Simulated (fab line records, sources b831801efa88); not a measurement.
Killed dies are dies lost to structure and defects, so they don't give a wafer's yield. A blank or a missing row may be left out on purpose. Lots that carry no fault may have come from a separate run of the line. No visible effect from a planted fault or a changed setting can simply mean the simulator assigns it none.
A struck lot beside a sound one :: flow sky130 :: 16 steps out of a route of 708
Sound: wafers L155.1, L155.5, L155.6. Wafers L172.2, L172.4, L172.5 were the ones struck. The cause is named last.
For every step that has rows: the tool of each side, followed by ch and its chambers, followed by its first start. Under that, the readings that differ: sound wafers :: struck wafers :: difference of the means :: sigmas: that difference in standard deviations of wafers without a fault.
alike: same words and numbers on both sides, and readings whose means sit less than 2 such deviations apart. not compared: any withheld reading, any reading some wafer has no value for, any bound like >300 that may hide the same value, and any number with overlapping values for which the record gives no deviation.
Wherever a step has rows on one side only, a row that says differs or no value, or a row with sigmas, the two part there. When numbers do not overlap yet have no deviation, they are printed without sigmas and do not part them. Lack of a reading on every wafer of one side parts them only where that side has two or more wafers.

SKY_VIA1_CMP_02: polishes SiO2.
  sound on cmp-01 ch 2,3, day 33 03:15; struck on cmp-02 ch 0,1,3, day 38 07:05
  alike: head_pressure_psi, motor_current_A
SKY_VIA1_BOW_MEAS_03:
  sound on film_metro-03, day 33 03:30; struck on film_metro-03, day 38 07:21
  alike: VIA1_BOW
then, 8 steps without rows for these wafers: SKY_VIA1_DEHYDRATE_04 (time 60 s); SKY_VIA1_HMDS_05 (prime time 60 s); SKY_VIA1_COAT_06 (resist thk 60 nm); SKY_VIA1_COAT_07 (resist thk 450 nm); SKY_VIA1_SOFTBAKE_08 (time 90 s); SKY_VIA1_EXPOSE_09 (exposes mask VIM, target cd 150 nm); SKY_VIA1_PEB_10; SKY_VIA1_DEVELOP_11 (develop time 60 s).
SKY_VIA1_CD_MEAS_12 targets a cd of 150 nm.
  sound on cd_sem-02, day 34 06:32; struck on cd_sem-02, day 39 08:33
  alike: cd_nm
SKY_VIA1_OVL_MEAS_13:
  sound on overlay-01, day 34 06:39; struck on overlay-02, day 39 08:40
  alike: VIA1_OVL
SKY_VIA1_ETCH_14: etches BARC in N2/H2, stops on SiO2, time 45.9 s, target depth 60 nm.
  sound on rie_diel-01 ch 0,1, day 34 06:41; struck on rie_diel-03 ch 1,3, day 39 08:41
reading: oes_product_au (a.u.)
sound: 0.855 0.856 0.856
struck: 0.915 0.917 0.928
difference: +0.064
sigmas: +13

reading: rf_fwd_power_W (W)
sound: 495.3 495.6 495.3
struck: - - -
difference: no value on the struck wafers
sigmas: 

reading: run_length_s (s)
sound: 74.4 74.5 74.1
struck: 71.3 71.2 71.5
difference: -3.0
sigmas: -8

reading: model.KrF-thick_of_VIA1_COAT_07.thk_nm (nm)
sound: 393.9 393.1 394.9
struck: 396.8 397.3 395.4
difference: +2.5
sigmas: 
  alike: drypump_motor_current_A, throttle_valve_pct
  not compared: rf_hours_counter_h
SKY_VIA1_ETCH_15: etches SiO2 in C4F8/O2/Ar, stops on TiN, target depth 351 nm, time 55.82 s.
  sound on rie_diel-01 ch 0,1, day 34 06:44; struck on rie_diel-03 ch 1,3, day 39 08:44
  alike: oes_product_au, run_length_s
  not compared: rf_hours_counter_h, model.KrF-thick_of_VIA1_COAT_07.thk_nm
SKY_VIA1_STRIP_16: strips in O2/N2.
  sound on plasma_asher-04 ch 0,1, day 34 06:47; struck on plasma_asher-04 ch 0,1, day 39 08:47
  alike: drypump_motor_current_A, oes_product_au, strip_time_to_endpoint_s
  not compared: rf_hours_counter_h
-- the record jumps here: 10 days lie between the struck wafers' starts before and after (it left off in module VIA1 and takes up again in module PAD_OPEN, whose first step shown is number 708 of the route) --
SKY_PAD_OPEN_PROBE_99:
  sound on prober-01, day 46 03:39; struck on prober-02, day 49 20:15
  alike: defect_limited_yield, killed_at_M0_to_M3, killed_at_M4_up, killed_at_contacts, killed_at_front_end, killed_at_other, killed_dies, killed_open, killed_short, sort_bin_3_pad_short, sort_bin_5_function, sort_bin_6_memory, sort_n_pass, sort_yield_pct

## WHERE THEY PART
At SKY_VIA1_ETCH_14 and nowhere else, as far as this record goes. Later steps at which nothing parts them and some readings are alike: SKY_VIA1_ETCH_15, SKY_VIA1_STRIP_16, SKY_PAD_OPEN_PROBE_99.

WHY: what had been put in by the simulator
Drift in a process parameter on rie_diel-03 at SKY_VIA1_ETCH_14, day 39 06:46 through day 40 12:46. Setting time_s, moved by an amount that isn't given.
